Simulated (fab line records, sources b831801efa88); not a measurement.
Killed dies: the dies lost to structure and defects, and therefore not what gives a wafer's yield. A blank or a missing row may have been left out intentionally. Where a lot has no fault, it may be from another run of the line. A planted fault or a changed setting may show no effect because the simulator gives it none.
Problem report in the 8D (eight disciplines) form, filled by code || flow sky130 || the parts of the form that need people (team, actions taken, sign-off) are left out

1. THE ISSUE
Mean NWELL_00_OVL at SKY_NWELL_OVL_MEAS_10: -112.7 nm over 12 wafers in 4 lots; fault-free wafers: -0.7 nm, standard deviation 1.5. That puts it -75 standard deviations away from the usual mean.
Seen first at day 5 19:46 on overlay-02, wafer L475.1. The record holds 36 wafers of 12 lots with a number at this step. By rule, "out" or "out of limits" means more than 4 standard deviations away from the usual mean. The rest of the wafers with a number are treated as sound.

2. WHAT THIS IS AND IS NOT
{"question": "which readings at this step", "is": "NWELL_00_OVL", "is not": "-"}
{"question": "which lots", "is": "L475, L478, L479, L481", "is not": "L469, L470, L472, L476, L480, L486, L490, L492"}
{"question": "which wafers of those lots", "is": "all that have a number", "is not": "-"}
{"question": "read on which gauges", "is": "overlay-01, overlay-02", "is not": "-"}
{"question": "when", "is": "from day 5 19:46", "is not": "up to then (9 sound wafers); but 15 sound wafers of L476, L480, L486, L490, L492 came after"}

3. THE SUSPECTS, EACH WITH WHAT RULES IT OUT
Counting: a tool at any process step up to the reading remains a suspect when it ran all the lots that are out and ran no sound lot after the first of those.
- the gauge at SKY_NWELL_OVL_MEAS_10 is ruled out. The wafers that are out were read on 2 gauges (overlay-01, overlay-02).
- iline_stepper-02 at SKY_NWELL_EXPOSE_07 (exposes mask NWM, target cd 840 nm): kept. All lots that are out passed through it, beginning with L475 at day 5 10:32, and no sound lot followed; its final sound lot before that point was L472 at day 4 17:18.
After counting, what remains is iline_stepper-02 at SKY_NWELL_EXPOSE_07.

4. THE CAUSE (what the simulator had put in)
Scanner matching overlay: iline_stepper-02, from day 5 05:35 on, at SKY_NWELL_EXPOSE_07. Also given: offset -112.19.
Counting left only this tool.

5. SEQUENCE OF EFFECTS, ordered by route
Each row: a reading whose mean over the struck wafers that have a number lies more than 3 standard deviations from the usual. Readings are gone through only where the record gives a usual standard deviation; hours: the median, over the lots, of the time from a lot's start at the first step in this table giving one to that lot's start at this step; sigmas: the change measured in usual standard deviations.
{"hours": 0, "step": "SKY_NWELL_OVL_MEAS_10", "reading": "NWELL_00_OVL", "usual": "-0.7 nm", "on struck wafers": -112.7, "change": -112.0, "sigmas": -75}

6. WHAT WOULD HAVE CAUGHT IT SOONER
Counted from the fault's start at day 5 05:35, it took 14 hours until the first out-of-limits reading at a measuring or inspecting step in this record, taken at day 5 19:46.
No tool reading at SKY_NWELL_EXPOSE_07 that has a usual standard deviation in the record was out on any struck wafer, so an alarm limit of 4 standard deviations on those readings would not have fired.
Of the lots that are out (4), L478, L479, L481 began SKY_NWELL_EXPOSE_07 on iline_stepper-02 after day 5 19:46. A hold on the tool at that time would have spared those 3.
